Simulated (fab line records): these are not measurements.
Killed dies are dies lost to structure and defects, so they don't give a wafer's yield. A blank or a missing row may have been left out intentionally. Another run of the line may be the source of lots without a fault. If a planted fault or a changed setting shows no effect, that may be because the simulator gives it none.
One fault seen from 2 desks ; flow gf180mcu ; each desk holds nothing but its own numbers, with what lay behind them at the end

## THE TOOL OWNER'S DESK: pecvd-01
The tool's own readings at GF_V3_CVD_02 (deposits SiO2 from TEOS, target thk 850 nm, time 94.851 s): means of the sampled wafers that have a number, for each lot that ran on this tool. The brackets show how far a lot's mean lies from the usual mean; more than 4 standard deviations puts the lot out of limits, marked OUT.
Columns: A = heater-power-w at GF_V3_CVD_02, usual 647 W
lot;first seen here;A
L500;day 22 06:01;564
L509;day 25 17:22;599
L514;day 27 07:07;624
L517;day 27 19:56;560
L518;day 28 01:07;547
Finding of this desk: none of the 5 lots has anything out of limits.

## THE METROLOGY DESK
Lot by lot, what the gauges showed, no matter which tool ran the lot: averages of those sampled wafers that carry a number. The brackets show how far a lot's mean lies from the usual mean; more than 4 standard deviations puts the lot out of limits, marked OUT.
Columns: A = V3_CVD_00_THK at GF_V3_THK_MEAS_01, usual 604 nm; B = V3_CVD_02_THK at GF_V3_THK_MEAS_03, usual 849 nm
lot;first seen here;A;B
L498;day 21 14:10;603;844
L500;day 22 05:59;605;849
L503;day 23 09:28;618;863
L505;day 24 10:33;613;854
L508;day 25 05:26;601;854
L509;day 25 17:19;604;841
L511;day 27 00:15;596;853
L513;day 27 01:14;597;866
L514;day 27 07:03;592;841
L517;day 27 19:52;597;1038 (+16) OUT
L518;day 28 01:04;596;1043 (+16) OUT
This desk's finding: out of limits on L517, L518; first on L517, day 27 20:00 (V3_CVD_02_THK at GF_V3_THK_MEAS_03). Within limits: L498, L500, L503, L505, L508, L509, L511, L513, L514.

## TAKEN TOGETHER
L517, L518 would have let the metrology desk raise an alarm at day 27 20:00.
Nothing out of limits was seen by the tool owner's desk.
Tool owner's desk: L517, L518 on record, inside its limits.
Of the lots named, all ran GF_V3_CVD_02 on pecvd-01.

## WHAT THE SIMULATOR HAD INSERTED
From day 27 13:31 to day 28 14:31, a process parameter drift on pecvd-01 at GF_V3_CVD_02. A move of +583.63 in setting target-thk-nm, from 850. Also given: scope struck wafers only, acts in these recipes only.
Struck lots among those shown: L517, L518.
Delay in hours, fault start to first out-of-limits reading, per desk: metrology desk 6.
